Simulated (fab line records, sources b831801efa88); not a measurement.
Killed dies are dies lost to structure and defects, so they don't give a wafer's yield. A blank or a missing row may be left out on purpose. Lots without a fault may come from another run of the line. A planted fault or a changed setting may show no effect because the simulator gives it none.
Chamber matching | flow sfq_line | SFQ_TRILAYER_I2_VIA_ETCH_VIA_ETCH_070 on rie_diel-02: 4 sister chambers
The step etches SiO2 in CHF3, stops on Nb, target depth 260 nm. 15 wafers are shown with their chamber, then 7 later ones without.

WAFERS WITH THEIR CHAMBER
wafer  | chamber | drypump_motor_current_A (A) | oes_product_au (a.u.) | rf_fwd_power_W (W)
L729.3 | 0       | 6.0                         | 0.857                 | 498.6
L729.5 | 1       | 5.1                         | 0.852                 | 497.2
L729.6 | 2       | 5.9                         | 0.862                 | 499.4
L731.1 | 1       | 5.1                         | 0.863                 | 498.9
L731.3 | 3       | 6.2                         | 0.853                 | 499.7
L731.6 | 3       | 6.2                         | 0.852                 | 497.7
L733.3 | 3       | 6.2                         | 0.854                 | 498.4
L742.2 | 0       | 5.9                         | 0.853                 | 498.2
L742.4 | 1       | 5.2                         | 0.859                 | 500.3
L742.6 | 2       | 5.9                         | 0.839                 | 498.3
L743.4 | 2       | 5.9                         | 0.861                 | 498.7
L743.5 | 3       | 6.2                         | 0.856                 | 499.9
L743.6 | 0       | 5.9                         | 0.861                 | 498.9
L744.1 | 3       | 6.2                         | 0.850                 | 496.1
L744.5 | 2       | 5.9                         | 0.857                 | 495.8

SIGNATURES (means of the wafers above)
reading                 | chamber 0 | chamber 1 | chamber 2 | chamber 3 | scatter within a chamber
drypump_motor_current_A | 5.933     | 5.133     | 5.900     | 6.200     | 0.0348
oes_product_au          | 0.85700   | 0.85800   | 0.85475   | 0.85300   | 0.00646
rf_fwd_power_W          | 498.567   | 498.800   | 498.050   | 498.360   | 1.42
Rule: a wafer's distance from a chamber is the root of the sum, over the readings, of the square of ((its reading less the chamber's mean) divided by the reading's scatter). The wafer belongs to the nearest chamber; if the next one is less than 2 further off, it can't be placed. The scatter: the root of (the sum of the squares of (reading less its chamber's mean) over the shown wafers, divided by (wafers less chambers)).

WAFERS WITHOUT THEIR CHAMBER
wafer  | drypump_motor_current_A (A) | oes_product_au (a.u.) | rf_fwd_power_W (W)
L744.6 | 6.2                         | 0.856                 | 498.4
L745.1 | 5.9                         | 0.850                 | 498.7
L745.4 | 6.2                         | 0.850                 | 498.5
L745.6 | 5.9                         | 0.857                 | 499.1
L747.2 | 5.9                         | 0.848                 | 497.7
L747.4 | 5.9                         | 0.855                 | 498.2
L747.5 | 5.9                         | 0.854                 | 497.7

WHICH CHAMBER EACH WENT THROUGH
wafer  | from the rows above     | in truth
L744.6 | 3                       | 3
L745.1 | can't be placed: 2 or 0 | 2
L745.4 | 3                       | 3
L745.6 | can't be placed: 2 or 0 | 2
L747.2 | can't be placed: 2 or 0 | 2
L747.4 | can't be placed: 2 or 0 | 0
L747.5 | can't be placed: 2 or 0 | 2
Placed correctly: 2 of 7. Can't be placed from these rows: 5 (the true chamber is among the candidates in 5). Placed wrongly: 0.
